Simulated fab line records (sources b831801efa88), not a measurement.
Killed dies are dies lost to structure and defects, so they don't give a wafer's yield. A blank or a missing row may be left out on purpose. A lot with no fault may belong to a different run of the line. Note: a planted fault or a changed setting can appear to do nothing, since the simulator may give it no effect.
One fault through the eyes of 2 desks / flow sky130 / numbers are kept per desk, each desk with only its own; the story behind them comes last

== FROM THE METROLOGY DESK ==
What the gauges read, lot by lot, whatever tool the lot ran on: means of the sampled wafers that have a number. Any lot whose mean is over 4 standard deviations away from the usual mean is out of limits and marked OUT; that distance is given in the brackets.
Columns: A = SONOS_ONO_CVD_02_THK at SKY_SONOS_ONO_THK_MEAS_03, usual 10.54 nm
lot=L503; first seen here=day 11 08:29; A=10.79
lot=L504; first seen here=day 11 16:39; A=10.70
lot=L508; first seen here=day 13 12:16; A=10.57
lot=L509; first seen here=day 13 22:07; A=10.50
lot=L510; first seen here=day 13 22:07; A=10.33
lot=L511; first seen here=day 14 06:22; A=10.38
lot=L515; first seen here=day 15 11:17; A=10.47
lot=L516; first seen here=day 15 15:35; A=10.56
lot=L518; first seen here=day 16 06:53; A=10.48
lot=L523; first seen here=day 18 03:20; A=10.66
lot=L525; first seen here=day 18 13:03; A=10.53
lot=L526; first seen here=day 18 23:22; A=10.66
Result from this desk: across the 12 lots, nothing is out of limits.

== AT THE TOOL OWNER'S DESK: implanter-04 ==
For each lot that ran on this tool, the mean over its sampled wafers that have a number, from the tool's own readings at SKY_LDD_LDN_IMPLANT_09. Any lot whose mean is over 4 standard deviations away from the usual mean is out of limits and marked OUT; that distance is given in the brackets.
Columns: A = beam_on_s at SKY_LDD_LDN_IMPLANT_09, usual 9.99 s; B = dose_ions_cm2 at SKY_LDD_LDN_IMPLANT_09, usual 1.25e+13; C = faraday_current_uA at SKY_LDD_LDN_IMPLANT_09, usual 70.6
lot=L503; first seen here=day 22 19:16; A=10.03; B=1.25e+13; C=70.6
lot=L504; first seen here=day 23 00:04; A=10.00; B=1.25e+13; C=70.5
lot=L508; first seen here=day 25 16:12; A=10.06; B=1.25e+13; C=70.1
lot=L511; first seen here=day 25 22:11; A=9.91; B=1.25e+13; C=71.1
lot=L515; first seen here=day 27 03:07; A=9.87; B=9.27e+12 (-99 or more) OUT; C=53.0 (-13) OUT
lot=L516; first seen here=day 27 11:16; A=9.77; B=9.26e+12 (-99 or more) OUT; C=53.5 (-12) OUT
This desk finds L515, L516 out of limits, L515 being first, at day 27 03:07 (dose_ions_cm2 at SKY_LDD_LDN_IMPLANT_09). In limits: L503, L504, L508, L511.

== BROUGHT TOGETHER ==
On L515, L516, at day 27 03:07, an alarm was possible from the tool owner's desk.
At the metrology desk, nothing out of limits was observed.
The metrology desk has L515, L516 on record, within its limits.
All the named lots went through SKY_LDD_LDN_IMPLANT_09 on implanter-04.

== WHAT WAS PUT IN BY THE SIMULATOR ==
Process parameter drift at SKY_LDD_LDN_IMPLANT_09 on implanter-04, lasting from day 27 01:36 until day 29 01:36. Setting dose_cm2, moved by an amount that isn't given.
Lots struck among those shown: L515, L516.
How many hours passed from the start of the fault until each desk's first out-of-limits reading: the tool owner's desk, 2.
